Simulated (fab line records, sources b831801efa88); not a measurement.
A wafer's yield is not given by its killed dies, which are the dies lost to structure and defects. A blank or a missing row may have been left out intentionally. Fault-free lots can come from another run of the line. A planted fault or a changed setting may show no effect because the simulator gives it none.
Matching of chambers :: flow sfq-line :: SFQ_TRILAYER_I3_DEP_PECVD_081 on pecvd-02: 3 sister chambers
The step deposits SiO2 from SiH4/N2O, time 111.11 s, target thk 500 nm. 6 wafers are shown with their chamber, then 7 later ones without.

WAFERS, EACH WITH ITS CHAMBER
wafer: L077.6
chamber: 0
throttle-valve-pct (%): 25.6
heater-power-w (W): 99

wafer: L079.2
chamber: 2
throttle-valve-pct (%): 24.6
heater-power-w (W): 76

wafer: L079.3
chamber: 1
throttle-valve-pct (%): 26.1
heater-power-w (W): 88

wafer: L079.6
chamber: 2
throttle-valve-pct (%): 24.2
heater-power-w (W): 78

wafer: L080.2
chamber: 0
throttle-valve-pct (%): 25.6
heater-power-w (W): 93

wafer: L080.4
chamber: 1
throttle-valve-pct (%): 26.3
heater-power-w (W): 86

WAFERS WHOSE CHAMBER IS MISSING
wafer: L080.5
throttle-valve-pct (%): 24.0
heater-power-w (W): 70

wafer: L087.1
throttle-valve-pct (%): 26.2
heater-power-w (W): 84

wafer: L087.2
throttle-valve-pct (%): 25.5
heater-power-w (W): 84

wafer: L087.6
throttle-valve-pct (%): 25.5
heater-power-w (W): 88

wafer: L094.1
throttle-valve-pct (%): 24.1
heater-power-w (W): 77

wafer: L094.2
throttle-valve-pct (%): 25.5
heater-power-w (W): 90

wafer: L094.6
throttle-valve-pct (%): 24.5
heater-power-w (W): 79

WHICH CHAMBER EACH WENT THROUGH
wafer: L080.5
from the rows above: 2
in truth: 2

wafer: L087.1
from the rows above: 1
in truth: 1

wafer: L087.2
from the rows above: can't be placed: 1 or 0
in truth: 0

wafer: L087.6
from the rows above: can't be placed: 0 or 1
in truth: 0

wafer: L094.1
from the rows above: 2
in truth: 2

wafer: L094.2
from the rows above: can't be placed: 0 or 1
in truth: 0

wafer: L094.6
from the rows above: 2
in truth: 2
4 of 7 placed correctly. Unplaceable from these rows: 3, with the true chamber sitting among the candidates in 3. Wrongly placed: 0.
How it was worked out, from the rows above alone: a wafer's distance from a chamber is the root of the sum, over the readings, of the square of ((its reading less the chamber's mean) divided by the reading's scatter). If the next closest chamber is less than 2 further off than the closest, the wafer can't be placed; otherwise it belongs to the closest. For every chamber, the mean is computed from those of its wafers that are shown. The scatter: the root of (the sum of the squares of (reading less its chamber's mean) over the shown wafers, divided by (wafers less chambers)).
